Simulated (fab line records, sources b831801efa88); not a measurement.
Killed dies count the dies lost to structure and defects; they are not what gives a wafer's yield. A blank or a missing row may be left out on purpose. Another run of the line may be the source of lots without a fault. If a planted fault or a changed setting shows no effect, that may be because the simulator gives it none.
Which of the tools did it? / flow sky130 / 72 wafers from 24 lots sampled at 2 of the route's 708 steps

## WHAT THE GAUGES SHOWED, per wafer
SKY_CONTACT_CD_MEAS_14: the cd target is 170 nm. Usual: 170.3 nm for cdNm, sd 1.6.
lot=L074; measured=day 32 07:46; on=cdSem-02; cdNm (nm)=170.8 172.2 171.3; flag=
lot=L076; measured=day 32 14:37; on=cdSem-01; cdNm (nm)=169.9 169.5 169.0; flag=
lot=L075; measured=day 32 16:43; on=cdSem-02; cdNm (nm)=172.7 172.9 172.6; flag=
lot=L077; measured=day 32 21:27; on=cdSem-01; cdNm (nm)=170.6 171.1 170.2; flag=
lot=L078; measured=day 33 01:14; on=cdSem-02; cdNm (nm)=166.9 169.9 170.0; flag=
lot=L079; measured=day 33 07:04; on=cdSem-02; cdNm (nm)=169.8 168.6 169.9; flag=
lot=L081; measured=day 33 21:38; on=cdSem-01; cdNm (nm)=173.6 173.7 172.7; flag=
lot=L080; measured=day 34 02:07; on=cdSem-02; cdNm (nm)=169.5 167.0 168.0; flag=
lot=L082; measured=day 34 02:44; on=cdSem-01; cdNm (nm)=168.8 169.8 169.1; flag=
lot=L083; measured=day 34 14:50; on=cdSem-01; cdNm (nm)=173.1 171.9 172.7; flag=
lot=L084; measured=day 35 00:28; on=cdSem-01; cdNm (nm)=171.2 169.4 169.6; flag=
lot=L085; measured=day 35 08:37; on=cdSem-01; cdNm (nm)=173.0 170.5 171.7; flag=
lot=L086; measured=day 35 10:31; on=cdSem-01; cdNm (nm)=171.0 171.0 170.6; flag=
lot=L087; measured=day 35 17:36; on=cdSem-02; cdNm (nm)=169.0 168.8 169.1; flag=
lot=L088; measured=day 35 23:47; on=cdSem-01; cdNm (nm)=171.2 170.3 170.1; flag=
lot=L089; measured=day 36 06:08; on=cdSem-02; cdNm (nm)=171.1 170.8 170.6; flag=
lot=L090; measured=day 36 17:08; on=cdSem-01; cdNm (nm)=167.6 168.4 167.4; flag=
lot=L091; measured=day 36 19:06; on=cdSem-01; cdNm (nm)=170.9 171.6 169.1; flag=
lot=L092; measured=day 37 10:39; on=cdSem-02; cdNm (nm)=171.5 171.1 172.0; flag=
lot=L093; measured=day 37 11:38; on=cdSem-01; cdNm (nm)=168.2 168.3 167.2; flag=
lot=L094; measured=day 37 22:17; on=cdSem-02; cdNm (nm)=170.1 168.9 168.2; flag=
lot=L095; measured=day 38 05:00; on=cdSem-01; cdNm (nm)=169.1 169.4 169.2; flag=
lot=L096; measured=day 38 08:26; on=cdSem-01; cdNm (nm)=173.1 171.8 172.9; flag=
lot=L097; measured=day 38 13:37; on=cdSem-02; cdNm (nm)=169.3 170.3 169.1; flag=

SKY_CONTACT_OVL_MEAS_15. Usual: for CONTACT_OVL the level is -1 nm and the standard deviation is 5.
lot=L074; measured=day 32 07:52; on=overlay-01; CONTACT_OVL (nm)=-9 -7 -11; flag=
lot=L076; measured=day 32 14:44; on=overlay-01; CONTACT_OVL (nm)=-1 -8 5; flag=
lot=L075; measured=day 32 16:50; on=overlay-02; CONTACT_OVL (nm)=-5 2 2; flag=
lot=L077; measured=day 32 21:32; on=overlay-02; CONTACT_OVL (nm)=-9 -8 -2; flag=
lot=L078; measured=day 33 01:20; on=overlay-02; CONTACT_OVL (nm)=5 10 3; flag=
lot=L079; measured=day 33 07:10; on=overlay-02; CONTACT_OVL (nm)=-2 1 0; flag=
lot=L081; measured=day 33 21:44; on=overlay-01; CONTACT_OVL (nm)=-1 -1 0; flag=
lot=L080; measured=day 34 02:13; on=overlay-02; CONTACT_OVL (nm)=-2 -4 0; flag=
lot=L082; measured=day 34 02:50; on=overlay-02; CONTACT_OVL (nm)=1 -2 0; flag=
lot=L083; measured=day 34 14:57; on=overlay-01; CONTACT_OVL (nm)=-3 3 -1; flag=
lot=L084; measured=day 35 00:33; on=overlay-01; CONTACT_OVL (nm)=-9 -11 -8; flag=
lot=L085; measured=day 35 08:44; on=overlay-01; CONTACT_OVL (nm)=-1 0 -5; flag=
lot=L086; measured=day 35 10:38; on=overlay-02; CONTACT_OVL (nm)=4 9 -2; flag=
lot=L087; measured=day 35 17:41; on=overlay-02; CONTACT_OVL (nm)=-5 -3 2; flag=
lot=L088; measured=day 35 23:53; on=overlay-01; CONTACT_OVL (nm)=5 4 7; flag=
lot=L089; measured=day 36 06:14; on=overlay-01; CONTACT_OVL (nm)=-1 3 -1; flag=
lot=L090; measured=day 36 17:15; on=overlay-02; CONTACT_OVL (nm)=5 2 1; flag=
lot=L091; measured=day 36 19:13; on=overlay-01; CONTACT_OVL (nm)=7 -3 7; flag=
lot=L092; measured=day 37 10:46; on=overlay-01; CONTACT_OVL (nm)=-7 -12 -4; flag=
lot=L093; measured=day 37 11:44; on=overlay-01; CONTACT_OVL (nm)=6 -1 -3; flag=
lot=L094; measured=day 37 22:23; on=overlay-01; CONTACT_OVL (nm)=7 6 1; flag=
lot=L095; measured=day 38 05:07; on=overlay-01; CONTACT_OVL (nm)=-7 2 -6; flag=
lot=L096; measured=day 38 08:31; on=overlay-02; CONTACT_OVL (nm)=-8 -6 -8; flag=
lot=L097; measured=day 38 13:44; on=overlay-01; CONTACT_OVL (nm)=4 -1 3; flag=

## WHICH TOOL RAN EACH LOT (tool, then ch and the chambers of the sampled wafers, then the start)
There is no process step in the record ahead of these readings.

## AS READ BY THE TOOLS THEMSELVES (means over the sampled wafers that have a number; for cases with no such wafer, the mark the record gives instead)
The record holds no such reading with a usual standard deviation.

## THE ANSWER, worked out from the rows above alone
Rule: a lot is off if the mean of its wafers that have a number lies more than 3 standard deviations from the usual mean. A lot without any number at a reading at which 4 lots or more have one is off too. Where the step has rows for the other lots, those lots are counted as sound. The gauges are gone through in route order, then the tools' own readings, and for those a lot's mean is taken as printed above. The first step at which some lot is off is used, and at that step the reading that is off furthest; a lot without a number counts as furthest.
Across all readings shown, no lot is off: no conclusion can be drawn from this.

## WHAT THE SIMULATOR HAD INSERTED
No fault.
